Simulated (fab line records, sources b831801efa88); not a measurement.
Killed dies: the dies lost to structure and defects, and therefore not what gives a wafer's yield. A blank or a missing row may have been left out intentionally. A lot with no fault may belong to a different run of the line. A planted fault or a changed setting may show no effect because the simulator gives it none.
A lot that was struck, set against a sound lot    flow sky130    29 out of 708 route steps
Sound: the wafers L640.3, L640.5, L640.6. Struck: wafer L655.5 (left out: L655.2, L655.4 of the same lot, which were not struck); the cause appears at the end.
At each step with rows: each side's tool, then ch and its chambers, then its first start. Under that, the readings that differ: sound wafers    struck wafers    difference of the means    sigmas: that difference in standard deviations of wafers without a fault.
alike: words and numbers the same on both sides, and readings whose means are apart by under 2 such deviations; not compared: readings that were withheld, readings missing a value for some wafer, numbers with overlapping values and no deviation given by the record, and bounds like >300 which may hide the same value.
Wherever a step has rows on one side only, a row that says differs or no value, or a row with sigmas, the two part there. Non-overlapping numbers with no deviation appear without sigmas and do not part them. A reading that every wafer of one side lacks parts them only if that side has two wafers or more.

first, 2 steps without rows for these wafers: SKY_METAL3_PEB_11; SKY_METAL3_DEVELOP_12 (develop time 60 s).
SKY_METAL3_CD_MEAS_13 targets a cd of 300 nm.
  sound on cd-sem-02, day 40 07:25; struck on cd-sem-01, day 44 04:47
  alike: cd-nm
SKY_METAL3_OVL_MEAS_14:
  sound on overlay-02, day 40 07:30; struck on overlay-02, day 44 04:54
  alike: METAL3_OVL
SKY_METAL3_DESCUM_15: chemistry O2, time 8 s.
  sound on rie-metal-01 ch 0,1, day 40 07:32; struck on rie-metal-01 ch 1, day 44 04:56
reading             sound              struck  difference  sigmas
rf-fwd-power-W (W)  149.2 148.7 146.6  147.0   -1.2        -2
  alike: drypump-motor-current-A, oes-product-au
  not compared: rf-hours-counter-h
SKY_METAL3_ETCH_16: etches BARC in N2/H2, stops on SiO2, time 88.2 s, target depth 60 nm.
  sound on rie-metal-01 ch 0,1, day 40 07:35; struck on rie-metal-01 ch 1, day 44 04:58
  alike: drypump-motor-current-A, oes-product-au, rf-fwd-power-W, throttle-valve-pct
  not compared: rf-hours-counter-h
then, 1 step without rows for these wafers: SKY_METAL3_ETCH_17 (etches SiO2 in C4F8/O2/Ar, stops on TiN, time 3.9 s, target depth 15 nm).
SKY_METAL3_METAL_ETCH_18: etches the open film in Cl2/BCl3, stops on SiO2, target depth 845 nm, time 183.1 s.
  sound on rie-metal-03 ch 0,1, day 40 07:44; struck on rie-metal-02 ch 0, day 44 05:05
  alike: drypump-motor-current-A, oes-product-au, rf-fwd-power-W, throttle-valve-pct
  not compared: rf-hours-counter-h
SKY_METAL3_STRIP_19: strips in O2/N2.
  sound on plasma-asher-02 ch 0,1, day 40 07:53; struck on plasma-asher-01 ch 0, day 44 05:16
  alike: drypump-motor-current-A, oes-product-au, strip-time-to-endpoint-s
  not compared: rf-hours-counter-h
then, 3 steps without rows for these wafers: SKY_METAL3_STRIP_20 (strips in post etch residue remover, time 1200 s); SKY_METAL3_CLEAN_21 (cleans in IPA, time 180 s); SKY_METAL3_CLEAN_22 (cleans in O3/DIW).
SKY_VIA3_HDPCVD_00: deposits SiO2, target thk 1635 nm, time 272.5 s.
  sound on hdpcvd-02 ch 0,1, day 40 08:27; struck on hdpcvd-01 ch 0,1,2, day 44 05:51
SKY_VIA3_THK_MEAS_01:
  sound on film-metro-02, day 40 08:38; struck on film-metro-02, day 44 06:02
reading               sound           struck  difference  sigmas
VIA3_HDPCVD_THK (nm)  1616 1648 1618  1446    -181        -9
then, 1 step without rows for these wafers: SKY_VIA3_CMP_02 (polishes SiO2).
SKY_VIA3_BOW_MEAS_03:
  sound on film-metro-04, day 40 09:07; struck on film-metro-01, day 44 06:24
reading        sound      struck  difference  sigmas
VIA3_BOW (um)  82 91 102  70      -22         -3
then, 8 steps without rows for these wafers: SKY_VIA3_DEHYDRATE_04 (time 60 s); SKY_VIA3_HMDS_05 (prime time 60 s); SKY_VIA3_COAT_06 (resist thk 60 nm); SKY_VIA3_COAT_07 (resist thk 450 nm); SKY_VIA3_SOFTBAKE_08 (time 90 s); SKY_VIA3_EXPOSE_09 (exposes mask VIM3, target cd 200 nm); SKY_VIA3_PEB_10; SKY_VIA3_DEVELOP_11 (develop time 60 s).
SKY_VIA3_CD_MEAS_12 targets a cd of 200 nm.
  sound on cd-sem-02, day 41 09:22; struck on cd-sem-01, day 45 04:57
  alike: cd-nm
SKY_VIA3_OVL_MEAS_13:
  sound on overlay-02, day 41 09:28; struck on overlay-01, day 45 05:04
  alike: VIA3_OVL
SKY_VIA3_ETCH_14: etches BARC in N2/H2, stops on SiO2, time 45.9 s, target depth 60 nm.
  sound on rie-diel-01 ch 0,1,2, day 41 09:29; struck on rie-diel-03 ch 0, day 45 05:05
  alike: drypump-motor-current-A, oes-product-au, rf-fwd-power-W, throttle-valve-pct
  not compared: rf-hours-counter-h
SKY_VIA3_ETCH_15: etches SiO2 in C4F8/O2/Ar, stops on TiN, target depth 507 nm, time 78 s.
  sound on rie-diel-01 ch 0,1,2, day 41 09:32; struck on rie-diel-03 ch 0, day 45 05:08
reading                sound              struck  difference  sigmas
oes-product-au (a.u.)  0.944 0.943 0.942  0.729   -0.214      -44
  alike: rf-fwd-power-W
  not compared: rf-hours-counter-h
then, 1 step without rows for these wafers: SKY_VIA3_STRIP_16 (strips in O2/N2).

WHERE THEY PART
At SKY_METAL3_DESCUM_15 first; at SKY_VIA3_ETCH_15 last (within this record only).

WHY: what had been put in by the simulator
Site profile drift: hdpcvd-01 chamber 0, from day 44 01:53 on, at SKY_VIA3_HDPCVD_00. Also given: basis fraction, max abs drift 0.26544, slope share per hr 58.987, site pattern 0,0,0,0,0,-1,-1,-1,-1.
